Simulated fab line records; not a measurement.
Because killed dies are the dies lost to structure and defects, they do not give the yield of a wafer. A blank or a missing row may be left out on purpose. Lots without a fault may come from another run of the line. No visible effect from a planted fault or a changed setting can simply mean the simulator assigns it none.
fab line records	flow sky130
record: lots: 11	wafers: 33	last-day: 50
route steps=708 shown POLY_CUT@318 SD_N@350 PAD_OPEN@708
lots with no fault: from the same line, run without faults
start-h: hours from the record's opening day to when the first of the lot's shown wafers began	wait-h: hours from the lot's prior step to this one	" as in the row above	L1.1+2: a row that stands for several wafers	- no value, or no start given	* or withheld: withheld	< > ~ a bound
route shown NAME@n: a module of which the file shows steps, and the number in the route of the first	usual: mean and standard deviation over wafers with no fault	same: alike in all rows	chamber/n: place in a boat	sites: the reading at each site	_std_site: the standard deviation of these	_edge_site: mean of outer sites minus mean of inner sites	radius-mm: for every site, how far away it sits from the centre of the wafer	mask NAME#n: copy n	behind: the most recent tool/chamber to have shaped the wafer	hold: why the lot was held/for how many hours/how that ended	device: names the non-switching transistor (n, p or np)	end of line: the route-end tests of the same wafers	where a step has no rows: the recipe by itself	killed: not the wafer's yield, but the dies lost to structure and defects at the first sort	map: per-die view of a wafer (x killed, . not killed, _ where there is no die)
set.NAME: the setting that was run; set.NAME@STEP: the one run at that earlier step	model.NAME: the simulator's own value behind a step, which no gauge read
route steps across a sampled set of lots; one table per step, one row per wafer
services: from which hour (start-h, from the record's first day; less than 0 if before it) a tool's chamber was out of use, for how many hours, and why
== steps ==
step: SKY_POLY_CUT_ETCH_11
recipe: target: Si3N4	chemistry: CF4/CH2F2/Ar	stop-on: poly-Si	source-w: 600	bias-w: 150	pressure-mtorr: 40	cf4-flow-sccm: 40	ch2f2-flow-sccm: 20	Ar_flow_sccm: 150	time-s: 42.5	target-depth-a: 600
usual: drypump-motor-current-A: 5.9/0.43	mfc-ar-sccm: 150.0/0.46	oes-product-au: 0.832/0.007	throttle-valve-pct: 14.994/0.0087
lot.wafer	tool	chamber	start-h	wait-h	drypump-motor-current-A	mfc-ar-sccm	oes-product-au	rf-hours-counter-h	throttle-valve-pct
L503.2	rie-diel-01	0	565.81	0.0	6.5	150.1	0.825	69	14.989
L503.3	"	1	"	"	5.2	149.7	0.834	6	15.004
L503.4	"	3	"	"	5.5	150.7	0.835	14	15.007
L504.1	rie-diel-01	3	578.43	0.0	5.5	149.9	0.825	15	14.977
L504.2	"	2	"	"	5.2	149.6	0.828	20	15.007
L504.6	"	1	"	"	5.2	149.7	0.818	-	14.986
L510.4	rie-diel-04	2	651.33	0.0	6.3	150.7	0.844	10	14.983
L510.5	"	0	"	"	6.0	150.6	0.838	-	14.992
L510.6	"	1	"	"	6.0	150.0	0.829	-	14.993
L512.1	rie-diel-02	0	655.53	0.0	5.8	149.4	0.836	2	14.999
L512.4	"	2	"	"	6.1	149.4	0.853	11	14.987
L512.6	"	3	"	"	6.3	149.6	0.841	-	14.994
L515.2	rie-diel-02	3	691.54	0.0	6.3	149.8	0.835	8	15.000
L515.3	"	2	"	"	6.1	151.1	0.841	11	15.003
L515.6	"	0	"	"	5.8	150.3	0.831	-	14.993
L517.1	rie-diel-02	0	699.19	0.0	5.8	150.3	0.827	3	14.995
L517.2	"	3	"	"	6.3	149.2	0.837	8	14.997
L517.5	"	1	"	"	6.3	149.5	0.839	-	15.006
L519.1	rie-diel-01	0	705.19	0.0	6.5	150.1	0.838	1	14.992
L519.4	"	1	"	"	5.2	150.1	0.840	9	14.986
L519.5	"	2	"	"	5.1	150.1	0.842	-	14.984
L520.1	rie-diel-04	0	707.39	0.0	6.0	149.4	0.846	23	14.983
L520.3	"	1	"	"	6.1	150.1	0.837	38	14.998
L520.4	"	1	"	"	6.1	150.7	0.840	-	14.991
L523.1	rie-diel-04	1	743.28	0.0	6.0	149.8	0.828	39	15.004
L523.3	"	0	"	"	6.0	150.0	0.827	24	14.990
L523.6	"	1	"	"	6.1	149.7	0.834	-	15.000
L524.1	rie-diel-01	3	743.29	0.0	5.4	150.0	0.827	19	14.987
L524.5	"	0	"	"	6.5	150.9	0.839	-	15.000
L524.6	"	1	"	"	5.2	150.0	0.833	-	15.000
L525.2	rie-diel-02	3	744.84	0.0	6.3	150.0	0.823	9	15.012
L525.5	"	3	"	"	6.3	149.7	0.828	-	15.002
L525.6	"	0	"	"	5.8	150.1	0.837	-	14.990
step: SKY_SD_N_OVL_MEAS_08
usual: SD_N_OVL: -1.3/1.1
lot.wafer	tool	chamber	start-h	wait-h	SD_N_OVL[nm]
L503.2	overlay-02	-	653.03	0.1	-1.0
L503.3	"	-	"	"	-1.0
L503.4	"	-	"	"	-0.5
L504.1	overlay-02	-	665.76	0.1	-1.2
L504.2	"	-	"	"	-2.4
L504.6	"	-	"	"	0.7
L510.4	overlay-01	-	735.40	0.1	-2.1
L510.5	"	-	"	"	-0.6
L510.6	"	-	"	"	-1.6
L512.1	overlay-01	-	739.83	0.1	-1.4
L512.4	"	-	"	"	-1.0
L512.6	"	-	"	"	0.8
L515.2	overlay-01	-	775.26	0.1	-3.3
L515.3	"	-	"	"	-2.7
L515.6	"	-	"	"	-3.0
L517.1	overlay-02	-	781.68	0.1	-1.2
L517.2	"	-	"	"	-0.2
L517.5	"	-	"	"	1.1
L519.1	overlay-01	-	787.46	0.1	-1.8
L519.4	"	-	"	"	-3.1
L519.5	"	-	"	"	-1.6
L520.1	overlay-02	-	790.73	0.1	2.0
L520.3	"	-	"	"	-1.5
L520.4	"	-	"	"	0.2
L523.1	overlay-01	-	823.77	0.1	-2.1
L523.3	"	-	"	"	-1.5
L523.6	"	-	"	"	-2.2
L524.1	overlay-01	-	823.89	0.1	-1.2
L524.5	"	-	"	"	-1.6
L524.6	"	-	"	"	-2.6
L525.2	overlay-01	-	824.46	0.1	-1.9
L525.5	"	-	"	"	-3.4
L525.6	"	-	"	"	-2.2
step: SKY_SD_N_IMPLANT_09
recipe: species: As	energy-kev: 50	dose-cm2: 4e+15	tilt-deg: 0
usual: tilt-deg: -0.003/0.021
lot.wafer	tool	chamber	start-h	wait-h	tilt-deg
L503.2	implanter-01	0	653.09	0.0	-0.008
L503.3	"	0	"	"	0.007
L503.4	"	0	"	"	-0.014
L504.1	implanter-02	0	665.79	0.0	-0.016
L504.2	"	0	"	"	0.000
L504.6	"	0	"	"	0.002
L510.4	implanter-02	0	735.49	0.1	0.019
L510.5	"	0	"	"	0.026
L510.6	"	0	"	"	0.008
L510.4	implanter-02	0	735.81	0.3	-0.001
L510.5	"	0	"	"	0.000
L510.6	"	0	"	"	0.011
L512.1	implanter-02	0	739.86	0.0	0.019
L512.4	"	0	"	"	0.031
L512.6	"	0	"	"	0.022
L512.1	implanter-02	0	740.18	0.3	-0.007
L512.4	"	0	"	"	0.016
L512.6	"	0	"	"	-0.021
L515.2	implanter-02	0	775.32	0.0	-0.049
L515.3	"	0	"	"	-0.016
L515.6	"	0	"	"	-0.033
L517.1	implanter-04	0	781.71	0.0	-0.001
L517.2	"	0	"	"	-0.027
L517.5	"	0	"	"	0.009
L519.1	implanter-01	0	787.49	0.0	-0.004
L519.4	"	0	"	"	-0.025
L519.5	"	0	"	"	0.006
L520.1	implanter-01	0	790.76	0.0	-0.027
L520.3	"	0	"	"	-0.027
L520.4	"	0	"	"	-0.001
L523.1	implanter-02	0	823.80	0.0	0.010
L523.3	"	0	"	"	0.013
L523.6	"	0	"	"	-0.033
L524.1	implanter-02	0	824.10	0.2	0
L524.5	"	0	"	"	-0.005
L524.6	"	0	"	"	-0.039
L525.2	implanter-02	0	824.52	0.0	-0.018
L525.5	"	0	"	"	-0.028
L525.6	"	0	"	"	-0.014
step: SKY_SD_N_STRIP_11
recipe: chemistry: O2/N2	power-w: 1400	pressure-mtorr: 1500	platen-temp-c: withheld	o2-flow-sccm: 3000	n2-flow-sccm: 300	overash-fraction: 0.5
usual: drypump-motor-current-A: 5.76/0.12	oes-product-au: 0.527/0.0045	strip-time-to-endpoint-s: 22.55/0.044
lot.wafer	tool	chamber	start-h	wait-h	drypump-motor-current-A	oes-product-au	rf-hours-counter-h	strip-time-to-endpoint-s
L503.2	plasma-asher-01	1	653.36	0.1	5.78	0.531	94	22.54
L503.3	"	1	"	"	5.78	0.531	-	22.56
L503.4	"	0	"	"	5.84	0.536	-	22.54
L504.1	plasma-asher-02	1	666.09	0.1	5.85	0.526	87	22.51
L504.2	"	0	"	"	5.52	0.526	87	22.53
L504.6	"	1	"	"	5.92	0.523	-	22.52
L510.4	plasma-asher-04	1	736.06	0.1	5.78	0.510	-	23.80
L510.5	"	0	"	"	5.67	0.516	-	23.80
L510.6	"	1	"	"	5.77	0.520	-	23.83
L512.1	plasma-asher-04	0	740.48	0.1	5.72	0.509	31	23.81
L512.4	"	1	"	"	5.80	0.515	-	23.85
L512.6	"	1	"	"	5.77	0.513	-	23.83
L515.2	plasma-asher-02	1	775.59	0.1	5.89	0.529	98	22.52
L515.3	"	1	"	"	5.89	0.525	-	22.52
L515.6	"	0	"	"	5.55	0.525	-	22.49
L517.1	plasma-asher-01	0	782.01	0.1	5.82	0.520	4	22.56
L517.2	"	1	"	"	5.79	0.531	4	22.54
L517.5	"	1	"	"	5.79	0.527	-	22.58
L519.1	plasma-asher-02	1	787.79	0.1	5.87	0.532	99	22.47
L519.4	"	0	"	"	5.52	0.529	-	22.44
L519.5	"	0	"	"	5.54	0.524	-	22.45
L520.1	plasma-asher-01	1	791.06	0.1	5.77	0.525	5	22.53
L520.3	"	0	"	"	5.82	0.527	-	22.54
L520.4	"	1	"	"	5.77	0.520	-	22.53
L523.1	plasma-asher-04	0	824.10	0.1	5.67	0.530	39	22.49
L523.3	"	1	"	"	5.80	0.532	-	22.49
L523.6	"	1	"	"	5.77	0.532	-	22.47
L524.1	plasma-asher-04	1	824.40	0.1	5.82	0.526	39	22.56
L524.5	"	1	"	"	5.82	0.530	-	22.59
L524.6	"	0	"	"	5.72	0.517	-	22.56
L525.2	plasma-asher-02	0	824.79	0.1	5.56	0.526	103	22.63
L525.5	"	0	"	"	5.56	0.519	-	22.65
L525.6	"	1	"	"	5.92	0.527	-	22.66
step: SKY_SD_N_TW_MEAS_12
usual: SD_N_TW: 4015/60
lot.wafer	tool	chamber	start-h	wait-h	SD_N_TW
L503.2	film-metro-04	-	653.47	0.1	4018
L503.3	"	-	"	"	4013
L503.4	"	-	"	"	4019
L504.1	film-metro-02	-	666.19	0.1	3965
L504.2	"	-	"	"	3966
L504.6	"	-	"	"	3951
L510.4	film-metro-02	-	736.16	0.1	4045
L510.5	"	-	"	"	4033
L510.6	"	-	"	"	4023
L512.1	film-metro-04	-	740.62	0.1	4204
L512.4	"	-	"	"	4182
L512.6	"	-	"	"	4163
L515.2	film-metro-04	-	775.70	0.1	4071
L515.3	"	-	"	"	4086
L515.6	"	-	"	"	4082
L517.1	film-metro-04	-	782.11	0.1	4088
L517.2	"	-	"	"	4071
L517.5	"	-	"	"	4093
L519.1	film-metro-03	-	787.89	0.1	3964
L519.4	"	-	"	"	3953
L519.5	"	-	"	"	3978
L520.1	film-metro-02	-	791.16	0.1	3937
L520.3	"	-	"	"	3942
L520.4	"	-	"	"	3934
L523.1	film-metro-03	-	824.20	0.1	3943
L523.3	"	-	"	"	3964
L523.6	"	-	"	"	3945
L524.1	film-metro-04	-	824.50	0.1	4088
L524.5	"	-	"	"	4084
L524.6	"	-	"	"	4085
L525.2	film-metro-04	-	824.90	0.1	4082
L525.5	"	-	"	"	4062
L525.6	"	-	"	"	4060
step: SKY_SD_N_RS_MEAS_16
recipe: thk-meas-gauge: four-point-probe
usual: SD_N_RS: 68.51/0.1
lot.wafer	tool	chamber	start-h	wait-h	SD_N_RS[ohm/sq]
L503.2	film-metro-04	-	653.77	0.1	68.51
L503.3	"	-	"	"	68.53
L503.4	"	-	"	"	68.35
L504.1	film-metro-03	-	666.48	0.1	68.56
L504.2	"	-	"	"	68.59
L504.6	"	-	"	"	68.52
L510.4	film-metro-04	-	736.47	0.1	63.76
L510.5	"	-	"	"	63.85
L510.6	"	-	"	"	63.94
L510.4	film-metro-04	-	736.76	0.3	63.72
L510.5	"	-	"	"	63.57
L510.6	"	-	"	"	63.80
L512.1	film-metro-03	-	741.39	0.1	63.70
L512.4	"	-	"	"	63.75
L512.6	"	-	"	"	63.66
L512.1	film-metro-03	-	741.67	0.3	63.69
L512.4	"	-	"	"	63.70
L512.6	"	-	"	"	63.69
L515.2	film-metro-02	-	776.00	0.1	68.60
L515.3	"	-	"	"	68.33
L515.6	"	-	"	"	68.38
L517.1	film-metro-02	-	782.40	0.1	68.24
L517.2	"	-	"	"	68.44
L517.5	"	-	"	"	68.27
L519.1	film-metro-04	-	788.18	0.1	68.57
L519.4	"	-	"	"	68.50
L519.5	"	-	"	"	68.47
L520.1	film-metro-02	-	791.45	0.1	68.46
L520.3	"	-	"	"	68.46
L520.4	"	-	"	"	68.60
L523.1	film-metro-02	-	824.49	0.1	68.60
L523.3	"	-	"	"	68.58
L523.6	"	-	"	"	68.54
L524.1	film-metro-03	-	824.79	0.1	68.52
L524.5	"	-	"	"	68.49
L524.6	"	-	"	"	68.43
L525.2	film-metro-02	-	825.20	0.1	68.58
L525.5	"	-	"	"	68.50
L525.6	"	-	"	"	68.31
step: SKY_PAD_OPEN_PROBE_99
usual: defect-limited-yield: 82.6/1.9	killed_at_M0_to_M3: 43/6.9	killed_at_M4_up: 3.0/1.8	killed-at-contacts: 24/4.8	killed-at-front-end: 15/4.5	killed-at-other: 0.4/0.67	killed-dies: 86/9.2	killed-open: 46/6.9	killed-short: 39/6	sort_bin_3_pad_short: 0.8/0.39	sort_bin_5_function: 10.2/1.3	sort_bin_6_memory: 6.3/1.2	sort-n-pass: 406/9.2	sort-yield-pct: 82.6/1.9
same: gross-dies: 492	killed-at-back-side: 0	sort_bin_4_leakage[%]: 0	sort_bin_8_speed[%]: 0
lot.wafer	tool	chamber	start-h	wait-h	defect-limited-yield[%]	killed_at_M0_to_M3	killed_at_M4_up	killed-at-contacts	killed-at-front-end	killed-at-other	killed-dies	killed-open	killed-short	sort_bin_3_pad_short[%]	sort_bin_5_function[%]	sort_bin_6_memory[%]	sort-n-pass	sort-yield-pct[%]
L504.1	prober-02	-	1089.36	0.1	81.3	48	3	19	22	0	92	44	47	0.2	11.4	7.1	400	81.3
L504.2	prober-02	-	1089.41	0.1	80.9	36	1	30	24	3	94	56	36	0.4	8.5	10.2	398	80.9
L504.6	prober-02	-	1089.61	0.2	83.5	44	2	23	12	0	81	37	43	0	10.2	6.3	411	83.5
L520.1	prober-01	-	1178.70	0.1	81.7	45	5	27	13	0	90	50	37	1.2	10.6	6.5	402	81.7
L520.3	prober-01	-	1178.80	0.2	83.9	43	3	24	9	0	79	40	39	1.0	11.6	3.5	413	83.9
L520.4	prober-01	-	1178.85	0.2	81.9	43	1	28	17	0	89	55	33	0.4	11.6	6.1	403	81.9
L523.1	prober-02	-	1198.34	0.1	81.3	43	3	31	14	1	92	45	45	1.0	11.8	5.9	400	81.3
L523.3	prober-02	-	1198.44	0.2	86.4	31	2	22	11	1	67	33	33	0.6	7.3	5.7	425	86.4
L523.6	prober-02	-	1198.59	0.2	83.5	43	3	21	14	0	81	42	37	1.0	10.8	4.7	411	83.5
L524.1	prober-01	-	1199.71	0.1	79.5	57	1	25	16	2	101	57	42	0.8	13.2	6.5	391	79.5
L524.5	prober-01	-	1199.91	0.2	80.7	46	3	35	11	0	95	51	43	1.0	10.8	7.5	397	80.7
L524.6	prober-01	-	1199.96	0.2	79.9	55	3	22	18	1	99	51	47	0.8	11.4	7.9	393	79.9
L525.2	prober-02	-	1199.89	0.1	82.3	39	2	26	19	1	87	39	46	1.6	11.0	5.1	405	82.3
L525.5	prober-02	-	1200.04	0.2	80.5	48	1	27	19	1	96	52	44	0.8	11.2	7.5	396	80.5
L525.6	prober-02	-	1200.09	0.2	86.4	32	3	18	14	0	67	39	28	1.0	8.9	3.7	425	86.4
killed by level:class
L504.1 VIA1:geometric-particle:open=9 VIA3:geometric-particle:open=7 POLY_GATE:geometric-particle:open=7 VIA2:geometric-particle:open=7 POLY_GATE:geometric-particle:short=6 METAL1:geometric-particle:short=6 METAL2:geometric-particle:short=6 VIA3:geometric-particle:short=6
L504.2 CONTACT:geometric-particle:open=17 VIA1:geometric-particle:open=9 POLY_GATE:geometric-particle:open=7 POLY_GATE:geometric-particle:short=6 METAL2:geometric-particle:short=5 FIELD_ISO:geometric-particle:open=4 VIA3:geometric-particle:open=4 METAL1:geometric-particle:short=4
L504.6 VIA1:geometric-particle:open=10 VIA2:geometric-particle:open=8 CONTACT:geometric-particle:open=7 VIA1:geometric-particle:short=7 LOCAL_INTERCONNECT:geometric-particle:short=6 METAL1:geometric-particle:short=6 LI_CONTACT:geometric-particle:short=4 METAL3:geometric-particle:short=4
L520.1 CONTACT:geometric-particle:open=11 VIA1:geometric-particle:open=9 CONTACT:geometric-particle:short=7 VIA1:geometric-particle:short=7 VIA2:geometric-particle:open=7 LI_CONTACT:geometric-particle:open=6 VIA3:geometric-particle:open=4 VIA3:geometric-particle:short=4
L520.3 VIA1:geometric-particle:open=14 VIA2:geometric-particle:open=8 CONTACT:geometric-particle:short=6 CONTACT:geometric-particle:open=6 LI_CONTACT:geometric-particle:open=5 METAL1:geometric-particle:short=5 METAL2:geometric-particle:short=5 LOCAL_INTERCONNECT:geometric-particle:short=4
L520.4 VIA1:geometric-particle:open=15 CONTACT:geometric-particle:open=13 FIELD_ISO:geometric-particle:open=6 VIA1:geometric-particle:short=6 LI_CONTACT:geometric-particle:open=5 CONTACT:geometric-particle:short=5 FIELD_ISO:geometric-particle:short=4 METAL1:geometric-particle:short=4
L523.1 VIA1:geometric-particle:short=8 LI_CONTACT:geometric-particle:open=8 LOCAL_INTERCONNECT:geometric-particle:short=7 CONTACT:geometric-particle:open=7 VIA1:geometric-particle:open=6 VIA2:geometric-particle:open=6 METAL2:geometric-particle:short=5 VIA3:geometric-particle:open=5
L523.3 VIA1:geometric-particle:open=10 CONTACT:geometric-particle:open=8 FIELD_ISO:geometric-particle:short=6 VIA2:geometric-particle:short=5 LI_CONTACT:geometric-particle:open=4 METAL1:geometric-particle:short=4 LI_CONTACT:geometric-particle:short=3 LOCAL_INTERCONNECT:geometric-particle:short=3
L523.6 VIA1:geometric-particle:open=9 VIA2:geometric-particle:open=9 CONTACT:geometric-particle:open=7 CONTACT:geometric-particle:short=6 VIA1:geometric-particle:short=5 METAL2:geometric-particle:short=5 FIELD_ISO:geometric-particle:short=4 METAL1:geometric-particle:short=4
L524.1 VIA1:geometric-particle:open=15 VIA2:geometric-particle:open=11 CONTACT:geometric-particle:short=10 CONTACT:geometric-particle:open=8 METAL2:geometric-particle:short=5 LI_CONTACT:geometric-particle:open=5 METAL1:geometric-particle:short=5 VIA3:geometric-particle:open=4
L525.2 LI_CONTACT:geometric-particle:open=9 METAL1:geometric-particle:short=8 POLY_GATE:geometric-particle:short=7 VIA1:geometric-particle:open=7 CONTACT:geometric-particle:short=6 CONTACT:geometric-particle:open=6 VIA1:geometric-particle:short=6 FIELD_ISO:geometric-particle:short=4
L524.5 LI_CONTACT:geometric-particle:open=12 CONTACT:geometric-particle:open=12 VIA1:geometric-particle:short=8 VIA1:geometric-particle:open=8 VIA2:geometric-particle:open=6 FIELD_ISO:geometric-particle:short=5 LOCAL_INTERCONNECT:geometric-particle:short=5 CONTACT:geometric-particle:short=5
L524.6 METAL1:geometric-particle:short=13 CONTACT:geometric-particle:open=12 VIA1:geometric-particle:open=10 FIELD_ISO:geometric-particle:short=8 VIA3:geometric-particle:open=8 METAL1:geometric-particle:open=6 VIA2:geometric-particle:open=4 METAL3:geometric-particle:short=4
L525.5 VIA1:geometric-particle:open=13 CONTACT:geometric-particle:open=9 METAL2:geometric-particle:short=9 LI_CONTACT:geometric-particle:open=8 METAL1:geometric-particle:short=7 VIA2:geometric-particle:open=7 FIELD_ISO:geometric-particle:short=5 FIELD_ISO:geometric-particle:open=5
L525.6 VIA2:geometric-particle:open=7 LI_CONTACT:geometric-particle:open=6 VIA1:geometric-particle:short=6 METAL2:geometric-particle:short=6 FIELD_ISO:geometric-particle:open=4 VIA1:geometric-particle:open=4 CONTACT:geometric-particle:open=4 VIA3:geometric-particle:open=4
== services ==
tool	chamber	start-h	hours	kind
plasma-asher-01	-	542.79	3.3	repair
implanter-01	-	544.67	2.8	repair
rie-diel-04	-	549.27	2.6	repair
rie-diel-04	3	582.28	2.1	repair
implanter-02	-	613.87	17.7	pm
plasma-asher-01	-	615.14	4.3	pm
rie-diel-02	0	620.48	5.9	repair
rie-diel-02	-	624.16	0.4	repair
rie-diel-01	1	628.40	26.8	repair
implanter-02	-	635.12	22.5	pm
plasma-asher-04	-	641.20	1.4	repair
rie-diel-01	0	642.29	3.4	repair
plasma-asher-02	-	643.89	1.7	repair
rie-diel-01	1	662.22	7.5	repair
implanter-02	-	671.83	2.1	repair
rie-diel-02	-	679.45	2.8	pm
rie-diel-02	2	683.76	1.4	repair
rie-diel-01	0	686.61	6.1	repair
rie-diel-04	3	701.75	15.0	repair
rie-diel-01	0	713.73	3.6	repair
rie-diel-02	2	801.45	6.5	repair
rie-diel-02	3	803.90	3.2	repair
rie-diel-01	1	805.73	5.0	repair
rie-diel-01	1	811.31	5.1	repair
== key ==
first-sign: step: SKY_SD_N_IMPLANT_09	reading: visit	direction: added
effect: step: SKY_SD_N_STRIP_11	reading: strip-time-to-endpoint-s	direction: up	sigmas: 29	usual: *	struck: *
effect: step: SKY_SD_N_TW_MEAS_12	reading: SD_N_TW	direction: up	sigmas: 1.5	usual: 4015	struck: 4108
effect: step: SKY_SD_N_RS_MEAS_16	reading: visit	direction: added
effect: step: SKY_SD_N_RS_MEAS_16	reading: SD_N_RS	direction: down	sigmas: 46	usual: 68.51	struck: 63.78
met-at SKY_SD_N_IMPLANT_09
struck-lots L510,L512
scrapped-behind SKY_SD_N_RS_MEAS_16 L510.4,L510.5,L510.6,L512.1,L512.4,L512.6
not-acting-at SKY_POLY_CUT_ETCH_11,SKY_SD_N_OVL_MEAS_08,SKY_SD_N_TW_MEAS_12
fault: kind: repeated-step-whole	tool: implanter-01,implanter-02,implanter-04	chamber: -	onset-h: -	steps: SKY_SD_N_IMPLANT_09	times: 1	scope: struck-lots-only
